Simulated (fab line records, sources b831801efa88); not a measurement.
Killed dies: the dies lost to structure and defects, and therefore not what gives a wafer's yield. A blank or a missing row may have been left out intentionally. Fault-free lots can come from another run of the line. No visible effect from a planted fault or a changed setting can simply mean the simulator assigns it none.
fab line records	flow sfqLine
record: lots: 6	wafers: 18	lastDay: 92
route steps=325 shown INCOMING@1 L0@3
lots that met no fault: from a run of the same line without faults
startH: start of the lot's first displayed wafer, in hours after the record's first day	waitH: time in hours since the lot's previous step	" repeats the value in the row above	L1.1+2: a single row standing in for several wafers	- no value, or no start given	* or withheld: withheld	< > ~ a bound
route shown NAME@n: names a module that has steps shown in the file, with the first one's number in the route	usual: mean/standard deviation taken from wafers without a fault	same: alike in all rows	chamber/n: place in a boat	sites: each site's reading	_std_site: the standard deviation of these	_edge_site: the outer-site mean with the inner-site mean subtracted	radiusMm: how far each site lies from the wafer's centre	mask NAME#n: copy n	behind: the most recent tool/chamber to have shaped the wafer	hold: cause of the lot's hold/its duration in hours/its outcome	device: whichever transistor did not switch (one of n, p or np)	end of line: tests run on the same wafers once the route is complete	for a step that has no rows: nothing shown but its recipe	killed: at the first sort, the dies lost to defects and structure; wafer yield is something else	map: a wafer's dies, marking killed ones x, the rest . and places with no die _
set.NAME: setting as actually run; set.NAME@STEP: the setting as run at that earlier step	model.NAME: the simulator's own value behind a step, which no gauge read
a table for each step, a row for each wafer; lots at some steps of the route
services: the hour from which a tool's chamber was out of use, counted from the record's first day as startH (under 0 if before that day), plus the number of hours and why
== steps ==
step: SFQ_INCOMING_BOW_MEAS_900
recipe: mode: bow
usual: INCOMING_BOW: -1/6.4
lot.wafer	tool	chamber	startH	waitH	INCOMING_BOW[um]
L960.1	filmMetro-01	-	15.00	-	5
L960.2	"	-	"	"	-13
L960.6	"	-	"	"	12
L964.1	filmMetro-01	-	35.00	-	-7
L964.5	"	-	"	"	-2
L964.6	"	-	"	"	-5
L974.1	filmMetro-01	-	85.00	-	-2
L974.2	"	-	"	"	-6
L974.6	"	-	"	"	5
L976.2	filmMetro-02	-	95.02	-	7
L976.4	"	-	"	"	2
L976.5	"	-	"	"	-2
L979.2	filmMetro-02	-	110.02	-	-7
L979.3	"	-	"	"	-5
L979.5	"	-	"	"	7
L981.3	filmMetro-04	-	120.04	-	-1
L981.4	"	-	"	"	-5
L981.5	"	-	"	"	-2
step: SFQ_TRILAYER_INCOMING_OXIDATION_002
recipe: tempC: 1000	ambient: H2O	targetThkA: 5000	pH2oTorr: 720	oxTimeS: 4939
usual: spikeTcBottomC: 1018/3.8	spikeTcCentreC: 1000.0/0.93	spikeTcLowerC: 1000.5/1.1	spikeTcTopC: 1009.6/1.3	spikeTcUpperC: 1000.2/0.96	tubeCenterTempC: 1000/0.091	tube_center_temp_C_max: 1002.6/0.43	zonePowerBottomPct: 33.4/0.4
lot.wafer	tool	chamber	startH	waitH	spikeTcBottomC	spikeTcCentreC	spikeTcLowerC	spikeTcTopC	spikeTcUpperC	tubeCenterTempC	tube_center_temp_C_max	zonePowerBottomPct	model.SiO2_of_TRILAYER_INCOMING_OXIDATION_002.thkNm
L960.1	furnace-02	0	15.12	0.1	1023	999.2	1002.3	1009.3	999.9	1000	1002.9	33.8	503.7
L960.2	"	0	"	"	1021	999.1	999.2	1010.6	1001.1	999.95	1002.9	33.9	502
L960.6	"	0	"	"	1022	1000.5	999.7	1008.5	999.7	999.96	1002.8	33.9	510.5
L964.1	furnace-02	0	35.12	0.1	1023	1000.2	1000.9	1009.8	1000.3	1000.1	1002.6	33.9	495.8
L964.5	"	0	"	"	1020	999.7	1000.1	1008.4	1000.1	1000.2	1002.9	33.4	489.1
L964.6	"	0	"	"	1021	1000.0	1000.6	1009.2	1000.5	1000	1002.2	33.3	487.2
L974.1	furnace-02	0	85.12	0.1	1048	1025.0	1024.2	1034.5	1025.9	1024.9	1026.9	36.3	567.1
L974.2	"	0	"	"	1047	1025.4	1024.6	1033.9	1025.9	1025	1027.7	35.5	568
L974.6	"	0	"	"	1047	1026.0	1023.9	1031.4	1025.7	1025.3	1027.0	36.0	566.4
L976.2	furnace-02	0	95.12	0.1	1048	1025.2	1025.3	1033.3	1025.9	1025.3	1027.5	35.9	566.5
L976.4	"	0	"	"	1044	1024.9	1025.5	1031.4	1025.9	1025	1027.0	36.2	572.5
L976.5	"	0	"	"	1047	1024.6	1022.9	1032.9	1026.4	1025	1028.7	35.6	573.6
L979.2	furnace-01	0	110.12	0.1	1013	998.4	1000.0	1011.9	1000.8	1000.1	1002.6	33.7	497.5
L979.3	"	0	"	"	1014	1000.1	1002.9	1010.3	1000.3	1000	1002.4	32.8	503.3
L979.5	"	0	"	"	1016	999.5	1000.0	1012.5	998.4	999.97	1002.5	33.6	495.8
L981.3	furnace-01	0	120.12	0.1	1015	999.7	1001.3	1011.7	999.1	999.86	1002.1	33.4	491.1
L981.4	"	0	"	"	1014	999.7	1002.3	1011.7	1000.2	1000	1002.3	33.0	490.3
L981.5	"	0	"	"	1013	1001.5	999.5	1010.7	1000.7	999.94	1002.2	33.0	489.1
step: SFQ_TRILAYER_L0_DEP_SPUTTER_003
recipe: material: MoNx_KI	basePressurePa: 1.33e-06	targetThkNm: 40	powerW: 800	timeS: 100	chamberPressurePa: 0.4
usual: throttleValvePct: 29.8/0.83
lot.wafer	tool	chamber	startH	waitH	throttleValvePct
L960.1	pvdSputter-04	-	17.49	0.0	28.9
L960.2	"	-	"	"	29.4
L960.6	"	-	"	"	29.0
L964.1	pvdSputter-05	-	37.49	0.0	30.5
L964.5	"	-	"	"	30.4
L964.6	"	-	"	"	29.8
L974.1	pvdSputter-05	-	87.49	0.0	29.2
L974.2	"	-	"	"	29.8
L974.6	"	-	"	"	29.3
L976.2	pvdSputter-04	-	97.49	0.0	28.8
L976.4	"	-	"	"	29.2
L976.5	"	-	"	"	29.0
L979.2	pvdSputter-03	-	112.49	0.0	31.7
L979.3	"	-	"	"	29.6
L979.5	"	-	"	"	29.7
L981.3	pvdSputter-05	-	122.49	0.0	28.7
L981.4	"	-	"	"	29.6
L981.5	"	-	"	"	30.5
== services ==
tool	chamber	startH	hours	kind
pvdSputter-03	-	8.10	1.6	repair
furnace-02	-	24.91	8.3	pm
furnace-01	-	43.28	4.0	pm
furnace-01	-	62.49	3.5	pm
pvdSputter-05	-	82.57	3.9	repair
furnace-02	-	119.75	3.4	pm
== key ==
firstSign: step: SFQ_TRILAYER_INCOMING_OXIDATION_002	reading: tubeCenterTempC	direction: up	sigmas: 99+	usual: *	struck: *
effect: step: SFQ_TRILAYER_INCOMING_OXIDATION_002	reading: tube_center_temp_C_max	direction: up	sigmas: 58	usual: *	struck: *
modelEffect: step: SFQ_TRILAYER_INCOMING_OXIDATION_002	value: SiO2_of_TRILAYER_INCOMING_OXIDATION_002.thkNm	without: 485.9	struck: 569
metAt SFQ_TRILAYER_INCOMING_OXIDATION_002
struckWafers L974.1,L974.2,L974.6,L976.2,L976.4,L976.5
onsetBetween 35.12 85.12
fault: kind: processParameterDrift	tool: furnace-02	chamber: -	onsetH: 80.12	steps: SFQ_TRILAYER_INCOMING_OXIDATION_002	channel: tempC	offset: *	shape: step	endH: 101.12	stated: *
